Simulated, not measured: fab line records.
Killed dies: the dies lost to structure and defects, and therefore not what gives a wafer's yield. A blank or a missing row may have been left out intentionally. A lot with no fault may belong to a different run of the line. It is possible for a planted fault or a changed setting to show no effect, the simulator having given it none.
Comparing a struck lot with a sound one    flow sfq line    43 steps out of a route of 325
Sound: the wafers L373.1, L373.2, L373.4. Wafers struck: L370.1, L370.4, L370.6. The cause comes at the end.
Order at every step that has rows: each side's tool, ch and its chambers, its first start. Under that, the readings that differ: sound wafers    struck wafers    difference of the means    sigmas: that difference in standard deviations of wafers without a fault.
alike: readings whose means differ by less than 2 such deviations, and words and numbers that are the same on both sides. not compared: withheld readings, readings that some wafer has no value for, bounds like >300 that may hide the same value, and numbers for which the record gives no deviation and whose values overlap.
A row with sigmas, a row that says differs or no value, or rows on one side alone: a step with any of these is where the two part. Non-overlapping numbers with no deviation appear without sigmas and do not part them. A reading that every wafer of one side lacks parts them only if that side has two wafers or more.

first, 6 steps without rows for these wafers: SFQ_TRILAYER_I4_VIA_LITHO_COAT_108 (resist thk 62 nm); SFQ_TRILAYER_I4_VIA_LITHO_COAT_103 (resist thk 650 nm); SFQ_TRILAYER_I4_VIA_LITHO_SOFTBAKE_107; SFQ_TRILAYER_I4_VIA_LITHO_EXPOSE_104 (exposes mask I4, target cd 700 nm); SFQ_TRILAYER_I4_VIA_LITHO_PEB_106 (peb time 60 s); SFQ_TRILAYER_I4_VIA_LITHO_DEVELOP_105 (time 60 s).
SFQ_I4_OVL_MEAS_928:
  sound: overlay-02 at day 67 15:31; struck: overlay-01 at day 66 16:14
  alike: I4_OVL
then, 2 steps without rows for these wafers: SFQ_TRILAYER_I4_VIA_BARC_OPEN_VIA_ETCH_146 (etches BARC in O2, target depth 125 nm, time 41.7 s); SFQ_TRILAYER_I4_VIA_ETCH_VIA_ETCH_106 (etches SiO2 in CHF3, stops on Nb, target depth 260 nm).
SFQ_TRILAYER_I4_VIA_STRIP_STRIP_107: strips in O2.
  sound on rie metal-02 ch 0,1, day 67 15:42; struck on rie metal-03 ch 0, day 66 16:25
  alike: drypump motor current A, oes product au
  not compared: rf hours counter h
then, 2 steps without rows for these wafers: SFQ_TRILAYER_I4_VIA_STRIP_SOLV_CLEAN_108 (cleans in NMP, time 600 s); SFQ_TRILAYER_JJ_TRILAYER_DEP_PRE_CLEAN_113 (time 22.5 s).
SFQ_TRILAYER_JJ_TRILAYER_DEP_SPUTTER_109: material Nb, target thk 150 nm, time 100 s.
  sound: pvd sputter-06 at day 67 16:31; struck: pvd sputter-06 at day 66 17:14
  no value came back on the struck wafers for base pressure pa (Pa), cathode dc power W (W), throttle valve pct (%); on the sound wafers base pressure pa (Pa) reads 1.31e-06 1.28e-06 1.26e-06
SFQ_TRILAYER_JJ_TRILAYER_DEP_SPUTTER_110: material Al, target thk 8 nm, time 10 s.
  sound: pvd sputter-06 at day 67 16:35; struck: pvd sputter-06 at day 66 17:19
  alike: base pressure pa, cathode dc power W, throttle valve pct
then, 2 steps without rows for these wafers: SFQ_TRILAYER_JJ_TRILAYER_DEP_AL_OXIDATION_111 (oxidation time 600 s); SFQ_TRILAYER_JJ_TRILAYER_DEP_SPUTTER_112 (material Nb, target thk 170 nm, time 113.3 s).
SFQ_JJ_RS_MEAS_929: measurement is done with a four-point probe.
  sound: film metro-01 at day 67 17:42; struck: film metro-01 at day 66 18:25
  alike: JJ_NB_RS
then, 6 steps without rows for these wafers: SFQ_TRILAYER_JJ_CE_LITHO_COAT_119 (resist thk 62 nm); SFQ_TRILAYER_JJ_CE_LITHO_COAT_114 (resist thk 600 nm); SFQ_TRILAYER_JJ_CE_LITHO_SOFTBAKE_118; SFQ_TRILAYER_JJ_CE_LITHO_EXPOSE_115 (exposes mask J5, target cd 700 nm); SFQ_TRILAYER_JJ_CE_LITHO_PEB_117 (peb time 60 s); SFQ_TRILAYER_JJ_CE_LITHO_DEVELOP_116 (time 60 s).
-- the record jumps here: 4 days lie between the struck wafers' starts before and after --
SFQ_JJ_OVL_MEAS_931:
  sound: overlay-02 at day 72 05:00; struck: overlay-01 at day 71 05:00
  alike: J5_OVL
SFQ_TRILAYER_JJ_CE_METRO_MEASURE_117:
  sound: cd sem-01 at day 72 05:02; struck: cd sem-02 at day 71 05:02
  alike: cd nm
SFQ_TRILAYER_JJ_CE_BARC_OPEN_RIE_150: chemistry O2, target BARC, target depth 240 nm, time 80 s.
  sound on rie metal-02 ch 0,1, day 72 06:14; struck on rie metal-04 ch 0,1, day 71 06:14
reading                      sound           struck          difference  sigmas
drypump motor current A (A)  5.95 5.72 5.96  5.16 5.37 5.17  -0.64       -3
  alike: oes product au
  not compared: rf hours counter h
SFQ_TRILAYER_JJ_CE_ETCH_RIE_118: chemistry SF6, target Nb, stops on Al2O3, time 97.7 s, target depth 170 nm.
  sound on rie metal-02 ch 0,1, day 72 06:20; struck on rie metal-04 ch 0,1, day 71 06:20
reading                      sound           struck          difference  sigmas
drypump motor current A (A)  5.95 5.75 5.92  5.17 5.30 5.17  -0.66       -3
  alike: oes product au
  not compared: rf hours counter h
then, 9 steps without rows for these wafers: SFQ_TRILAYER_JJ_ANODIZE_ANODIZE_119; SFQ_TRILAYER_JJ_CE_STRIP_STRIP_120 (strips in O2); SFQ_TRILAYER_JJ_CE_STRIP_SOLV_CLEAN_121 (cleans in NMP, time 600 s); SFQ_TRILAYER_M5_LITHO_COAT_128 (resist thk 62 nm); SFQ_TRILAYER_M5_LITHO_COAT_123 (resist thk 600 nm); SFQ_TRILAYER_M5_LITHO_SOFTBAKE_127; SFQ_TRILAYER_M5_LITHO_EXPOSE_124 (exposes mask M5, target cd 700 nm); SFQ_TRILAYER_M5_LITHO_PEB_126 (peb time 60 s); SFQ_TRILAYER_M5_LITHO_DEVELOP_125 (time 60 s).
-- the record jumps here: 4 days lie between the struck wafers' starts before and after --
SFQ_M5_OVL_MEAS_932:
  sound: overlay-01 at day 76 08:19; struck: overlay-01 at day 75 13:21
  alike: M5_OVL
then, 1 step without rows for these wafers: SFQ_TRILAYER_M5_BARC_OPEN_METAL_ETCH_161 (etches BARC in O2, target depth 125 nm, time 41.7 s).
SFQ_TRILAYER_M5_ETCH_METAL_ETCH_126: etches Nb in Cl2/BCl3, stops on SiO2, time 203.2 s, target depth 265 nm.
  sound on rie metal-02 ch 0, day 76 08:29; struck on rie metal-02 ch 0, day 75 13:30
reading                         sound              struck             difference  sigmas
oes product au (a.u.)           0.723 0.728 0.729  0.378 0.377 0.382  -0.348      -62
model.M5.feature depth nm (nm)  162.9 162.9 163.6  12.28 12.35 12.36  -150.80     
model.etch.depth nm (nm)        150.6 150.7 151.4  0 0 0              -151        
  alike: drypump motor current A
  not compared: rf hours counter h
then, 2 steps without rows for these wafers: SFQ_TRILAYER_M5_STRIP_STRIP_127 (strips in O2); SFQ_TRILAYER_M5_STRIP_SOLV_CLEAN_128 (cleans in NMP, time 600 s).
-- the record jumps here: 4 days lie between the struck wafers' starts before and after --
SFQ_TRILAYER_R5_LITHO_EXPOSE_137: exposes mask R5, target cd 500 nm.
  struck on krf scanner-01, day 79 18:44; sound on krf scanner-01 ch 0, day 80 17:32
  no value came back on the struck wafers for exposure dose mJ cm2, focus offset nm (nm), na; on the sound wafers exposure dose mJ cm2 reads 14.406 14.404 14.401
  alike: mask
-- the record jumps here: 10 days lie between the struck wafers' starts before and after --
SFQ_M8_BOW_MEAS_951:
  sound: film metro-01 at day 92 12:08; struck: film metro-04 at day 90 03:29
reading                        sound              struck             difference  sigmas
model.etest.m5.ohm sq          1.184 1.183 1.177  1e+06 1e+06 1e+06  +1e+06      
model.etest.m5.ohm um          1.688 1.685 1.676  1e+06 1e+06 1e+06  +1e+06      
model.etest.i4.link ohm        2.169 2.173 2.163  1e+06 1e+06 1e+06  +1e+06      
model.etest.i5.link ohm        2.281 2.29 2.265   1e+06 1e+06 1e+06  +1e+06      
model.etest.r5.comb log10 ohm  12 12 12           0 0 0              -12         
model.etest.jj.g times         1.001 1.005 1.001  0 0 0              -1          
  alike: M8_BOW

WHERE THEY PART
At SFQ_TRILAYER_JJ_TRILAYER_DEP_SPUTTER_109 first; at SFQ_TRILAYER_R5_LITHO_EXPOSE_137 last (within this record only). Later steps at which nothing parts them and some readings are alike: SFQ_M8_BOW_MEAS_951.

WHY: what had been put in by the simulator
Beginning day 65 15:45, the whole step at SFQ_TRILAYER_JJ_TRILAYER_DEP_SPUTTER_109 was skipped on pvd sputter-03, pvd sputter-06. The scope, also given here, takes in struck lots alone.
